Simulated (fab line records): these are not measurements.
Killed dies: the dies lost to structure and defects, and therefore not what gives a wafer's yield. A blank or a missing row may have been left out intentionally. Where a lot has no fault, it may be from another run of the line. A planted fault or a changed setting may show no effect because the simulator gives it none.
Chamber matching -- flow gf180mcu -- GF_CONTACT_CMP_27 on cmp-01 has 4 sister chambers
The step polishes, stops on SiO2, t overpolish 15 s, target thk 0 nm. 19 wafers are shown with their chamber, then 9 later ones without.

== WAFERS WITH THEIR CHAMBER ==
wafer,chamber,motor_current_A (A),overpolish_run_s (s),time_to_endpoint_s (s)
L785.1,3,10.7,14.997,71
L785.3,0,11.8,15.011,78
L785.6,3,10.7,14.983,77
L787.1,2,10.2,14.999,74
L787.3,0,10.5,14.997,71
L787.6,0,11.5,14.997,74
L788.3,0,11.4,14.996,74
L788.4,1,12.4,15.010,70
L788.5,0,10.8,14.993,71
L792.4,1,12.4,14.993,68
L792.5,0,10.4,14.997,71
L793.2,3,10.5,14.993,74
L793.4,0,11.1,15.011,75
L798.1,0,11.3,15.001,73
L798.3,3,10.6,14.989,72
L798.6,1,13.2,15.004,73
L800.4,1,13.0,15.013,72
L800.5,1,14.1,15.009,75
L800.6,0,10.8,15.011,76

SIGNATURES, as means of the wafers listed above
reading,chamber 0,chamber 1,chamber 2,chamber 3,scatter within a chamber
motor_current_A,11.067,13.020,10.200,10.625,0.503
overpolish_run_s,15.00156,15.00580,14.99900,14.99050,0.00725
time_to_endpoint_s,73.67,71.60,74.00,73.50,2.56
Rule: for each reading, subtract the chamber's mean from the wafer's reading, divide by that reading's scatter and square the result; add these up over the readings and take the root, which gives the wafer's distance from the chamber. If the next closest chamber is less than 2 further off than the closest, the wafer can't be placed; otherwise it belongs to the closest. How the scatter is found: for the shown wafers, subtract from each reading the mean of its chamber, square and add these, divide the total by (wafers less chambers), then take the root.

== WAFERS WITHOUT THEIR CHAMBER ==
wafer,motor_current_A (A),overpolish_run_s (s),time_to_endpoint_s (s)
L801.2,12.8,14.997,75
L801.3,11.2,15.001,76
L801.5,11.2,14.999,72
L802.4,11.0,14.993,77
L802.5,10.3,14.983,70
L802.6,10.5,14.990,74
L804.1,10.5,14.988,75
L804.2,12.9,15.009,76
L804.4,11.5,15.005,78

== THE CHAMBER EACH PASSED THROUGH ==
wafer,from the rows above,in truth
L801.2,can't be placed: 1 or 0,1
L801.3,can't be placed: 0 or 3 or 2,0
L801.5,can't be placed: 0 or 3 or 2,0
L802.4,can't be placed: 3 or 0 or 2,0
L802.5,can't be placed: 3 or 2 or 0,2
L802.6,can't be placed: 3 or 2 or 0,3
L804.1,can't be placed: 3 or 2 or 0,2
L804.2,1,1
L804.4,can't be placed: 0 or 2 or 3 or 1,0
1 of 9 placed correctly. Can't be placed from these rows: 8 (the true chamber is among the candidates in 8). Number placed wrongly: 0.
